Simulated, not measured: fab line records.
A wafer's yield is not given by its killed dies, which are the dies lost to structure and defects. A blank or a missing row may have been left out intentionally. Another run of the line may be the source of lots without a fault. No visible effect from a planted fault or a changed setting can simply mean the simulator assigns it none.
What tool caused it? | flow sky130 | 13 lots, 39 wafers sampled, at 5 steps of a route of 708

== WHAT THE GAUGES READ, wafer by wafer ==
SKY_FIELD_ISO_THK_MEAS_23.
lot  | measured    | on           | FIELD_ISO_OXIDATION_01_THK (nm)
L389 | day 2 14:04 | filmMetro-02 | 10.05 10.16 10.10
L391 | day 2 22:50 | filmMetro-04 | 9.95 9.69 9.65
L392 | day 3 04:19 | filmMetro-04 | 9.99 9.94 10.13
L394 | day 3 17:03 | filmMetro-01 | 10.16 10.13 10.05
L395 | day 3 20:58 | filmMetro-01 | 9.60 9.68 9.55
L396 | day 4 03:49 | filmMetro-04 | 9.73 9.89 9.56
L405 | day 6 02:37 | filmMetro-04 | 10.28 10.39 10.15
L406 | day 6 05:11 | filmMetro-01 | 10.28 10.12 10.24
L407 | day 6 11:50 | filmMetro-01 | 10.48 10.36 10.48
L408 | day 6 14:59 | filmMetro-01 | 10.37 10.42 10.25
L409 | day 6 21:20 | filmMetro-02 | 10.33 10.24 10.42
L410 | day 7 01:11 | filmMetro-04 | 10.33 10.22 10.10
L411 | day 7 05:55 | filmMetro-02 | 10.14 10.08 10.17

SKY_NWELL_OVL_MEAS_23.
lot  | measured     | on         | NWELL_01_OVL (nm)
L389 | day 5 18:18  | overlay-01 | 0.9 2.2 3.4
L391 | day 6 04:22  | overlay-01 | -0.2 0.1 1.9
L392 | day 6 09:13  | overlay-02 | 1.7 0.9 1.7
L394 | day 6 22:59  | overlay-02 | 2.8 2.4 2.4
L395 | day 7 04:59  | overlay-02 | 0.6 -1.3 -
L396 | day 7 11:59  | overlay-02 | -1.0 1.8 -
L405 | day 9 21:55  | overlay-02 | -0.1 -0.9 -0.3
L406 | day 10 00:49 | overlay-02 | 0.7 1.8 1.1
L407 | day 10 06:26 | overlay-02 | 0.8 1.3 2.3
L408 | day 10 10:44 | overlay-02 | -0.1 0.8 0.5
L409 | day 10 17:09 | overlay-02 | 1.2 -0.5 0.1
L410 | day 10 23:17 | overlay-01 | 1.2 1.3 1.0
L411 | day 11 02:49 | overlay-02 | 1.5 1.2 2.2

SKY_VT_ADJUST_LVTN_TW_MEAS_10.
lot  | measured     | on           | VT_ADJUST_LVTN_TW
L389 | day 7 10:30  | filmMetro-03 | 238 240 239
L391 | day 7 21:14  | filmMetro-03 | 240 239 239
L392 | day 8 00:45  | filmMetro-04 | 246 247 247
L394 | day 8 15:47  | filmMetro-03 | 239 241 241
L395 | day 8 22:14  | filmMetro-03 | 239 239 239
L396 | day 9 08:32  | filmMetro-02 | 243 243 242
L405 | day 11 21:43 | filmMetro-03 | 237 238 238
L406 | day 12 01:03 | filmMetro-03 | 239 239 240
L407 | day 12 07:18 | filmMetro-04 | 245 245 246
L408 | day 12 12:08 | filmMetro-04 | 245 245 247
L409 | day 12 19:28 | filmMetro-04 | 245 246 245
L410 | day 13 01:59 | filmMetro-04 | 246 246 245
L411 | day 13 07:08 | filmMetro-03 | 239 239 240

== EACH LOT AND THE TOOL THAT RAN IT (in order: tool; ch and the chambers of the sampled wafers; start) ==
lot  | SKY_NWELL_DEVELOP_22             | SKY_VT_ADJUST_HVTP_STRIP_10
L389 | lithoTrack-02 ch 0, day 5 18:00  | plasmaAsher-03 ch 0,1, day 6 13:53
L391 | lithoTrack-03 ch 0, day 6 04:00  | plasmaAsher-01 ch 0,1, day 7 00:54
L392 | lithoTrack-03 ch 0, day 6 09:00  | plasmaAsher-04 ch 0,1, day 7 05:51
L394 | lithoTrack-04 ch 0, day 6 22:00  | plasmaAsher-01 ch 0,1, day 7 19:43
L395 | lithoTrack-04 ch 0, day 7 04:00  | plasmaAsher-01 ch 0,1, day 8 00:07
L396 | lithoTrack-04 ch 0, day 7 11:00  | plasmaAsher-01 ch 0,1, day 8 09:39
L405 | lithoTrack-03 ch 0, day 9 21:00  | plasmaAsher-04 ch 0,1, day 10 21:27
L406 | lithoTrack-03 ch 0, day 10 00:00 | plasmaAsher-01 ch 0,1, day 11 00:29
L407 | lithoTrack-02 ch 0, day 10 06:00 | plasmaAsher-03 ch 0,1, day 11 06:16
L408 | lithoTrack-04 ch 0, day 10 10:00 | plasmaAsher-04 ch 0,1, day 11 10:55
L409 | lithoTrack-04 ch 0, day 10 17:00 | plasmaAsher-01 ch 0,1, day 11 18:06
L410 | lithoTrack-04 ch 0, day 10 23:00 | plasmaAsher-01 ch 0,1, day 12 00:41
L411 | lithoTrack-03 ch 0, day 11 02:00 | plasmaAsher-04 ch 0,1, day 12 04:36
- SKY_NWELL_DEVELOP_22: develop time 60 s.
- SKY_VT_ADJUST_HVTP_STRIP_10: strips in O2/N2.

== AS READ BY THE TOOLS THEMSELVES (means over the sampled wafers that have a number; for cases with no such wafer, the mark the record gives instead) ==
SKY_VT_ADJUST_HVTP_STRIP_10.
lot  | tool           | drypumpMotorCurrentA (A) | oesProductAu (a.u.) | stripTimeToEndpointS (s)
L389 | plasmaAsher-03 | 6.1                      | 0.715               | 14.19
L391 | plasmaAsher-01 | 5.9                      | 0.714               | 14.21
L392 | plasmaAsher-04 | 6.1                      | 0.712               | 14.27
L394 | plasmaAsher-01 | 5.6                      | 0.719               | 14.20
L395 | plasmaAsher-01 | 5.6                      | 0.712               | 14.19
L396 | plasmaAsher-01 | 5.7                      | 0.716               | 14.15
L405 | plasmaAsher-04 | 6.1                      | 0.715               | 14.29
L406 | plasmaAsher-01 | 5.6                      | 0.713               | 14.19
L407 | plasmaAsher-03 | 5.8                      | 0.720               | 14.19
L408 | plasmaAsher-04 | 6.1                      | 0.717               | 14.25
L409 | plasmaAsher-01 | 5.9                      | 0.714               | 14.22
L410 | plasmaAsher-01 | 5.9                      | 0.715               | 14.15
L411 | plasmaAsher-04 | 6.3                      | 0.714               | 14.12

== THE ANSWER, worked out from the rows above alone ==
Rule: usual is defined by the lots themselves. The widest of any qualifying gaps counts: lots, ordered by their means at a reading, are off when they make up no more than a third of the lots, leave a main group of 4 or more, and stand apart from it by 3 or more times the standard deviation of that group's means. The tables above print the reading to a certain number of digits; a main group whose means all agree to those digits is not used. A lot without any number at a reading at which 4 lots or more have one is off too. Where the step has rows for the other lots, those lots are counted as sound. The gauges are gone through in route order, then the tools' own readings, and for those a lot's mean is taken as printed above. The first step at which some lot is off is used, and at that step the reading that is off furthest; a lot without a number counts as furthest.
No lot is off at any reading shown: from this, nothing can be told.

== WHAT WAS PUT IN BY THE SIMULATOR ==
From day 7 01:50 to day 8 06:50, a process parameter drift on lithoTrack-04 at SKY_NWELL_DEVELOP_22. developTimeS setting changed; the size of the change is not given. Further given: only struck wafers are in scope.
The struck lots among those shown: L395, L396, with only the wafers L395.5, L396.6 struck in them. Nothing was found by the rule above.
